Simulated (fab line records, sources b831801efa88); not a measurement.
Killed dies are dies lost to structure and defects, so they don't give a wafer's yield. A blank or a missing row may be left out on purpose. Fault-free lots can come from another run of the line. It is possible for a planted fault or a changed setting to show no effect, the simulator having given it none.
Matching of chambers -- flow gf180mcu -- GF_V5_ETCH_16 on rie_diel-04 has 4 sister chambers
The step etches BARC in N2/H2. 18 wafers are shown with their chamber, then 9 later ones without.

## WAFERS WITH THEIR CHAMBER
wafer,chamber,drypump_motor_current_A (A),rf_fwd_power_W (W),throttle_valve_pct (%)
L082.2,2,6.0,494.3,13.215
L082.3,1,6.5,494.2,13.218
L082.6,2,6.0,496.1,13.215
L083.4,3,6.4,492.5,13.244
L083.5,1,6.5,497.6,13.219
L083.6,0,5.2,492.9,13.249
L084.1,2,6.0,496.4,13.241
L084.4,1,6.5,495.5,13.240
L084.5,0,5.2,494.7,13.228
L086.1,0,5.2,494.1,13.226
L086.2,2,6.0,495.0,13.239
L086.3,3,6.4,492.5,13.229
L087.3,2,6.0,496.9,13.223
L087.5,2,6.0,497.6,13.215
L087.6,1,6.4,490.3,13.223
L088.2,2,5.9,498.6,13.236
L088.4,1,6.5,495.2,13.237
L088.5,1,6.5,497.7,13.231

SIGNATURES, as means of the wafers listed above
reading,chamber 0,chamber 1,chamber 2,chamber 3,scatter within a chamber
drypump_motor_current_A,5.200,6.483,5.986,6.400,0.0347
rf_fwd_power_W,493.900,495.083,496.414,492.500,1.92
throttle_valve_pct,13.23433,13.22800,13.22629,13.23650,0.0112
Rule: a wafer lies at a distance from a chamber equal to the root of the sum of squares, over the readings, of (its reading less the chamber's mean, divided by the reading's scatter). If the next closest chamber is less than 2 further off than the closest, the wafer can't be placed; otherwise it belongs to the closest. The scatter: take each reading less its chamber's mean, square it, sum over the shown wafers, divide by the number of wafers less the number of chambers, and take the root.

## WAFERS WITHOUT THEIR CHAMBER
wafer,drypump_motor_current_A (A),rf_fwd_power_W (W),throttle_valve_pct (%)
L092.3,6.5,495.2,13.213
L092.5,6.4,493.6,13.229
L092.6,5.3,492.7,13.225
L096.1,6.5,495.4,13.230
L096.3,6.4,497.2,13.232
L096.5,6.5,498.6,13.241
L097.2,6.4,493.3,13.229
L097.3,6.5,495.8,13.211
L097.5,5.3,495.4,13.230

## CHAMBER TAKEN BY EACH
wafer,from the rows above,in truth
L092.3,1,1
L092.5,can't be placed: 3 or 1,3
L092.6,0,0
L096.1,1,1
L096.3,can't be placed: 3 or 1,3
L096.5,1,1
L097.2,can't be placed: 3 or 1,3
L097.3,1,1
L097.5,0,0
Placed correctly: 6 of 9. Unplaceable from these rows: 3, with the true chamber sitting among the candidates in 3. 0 placed wrongly.
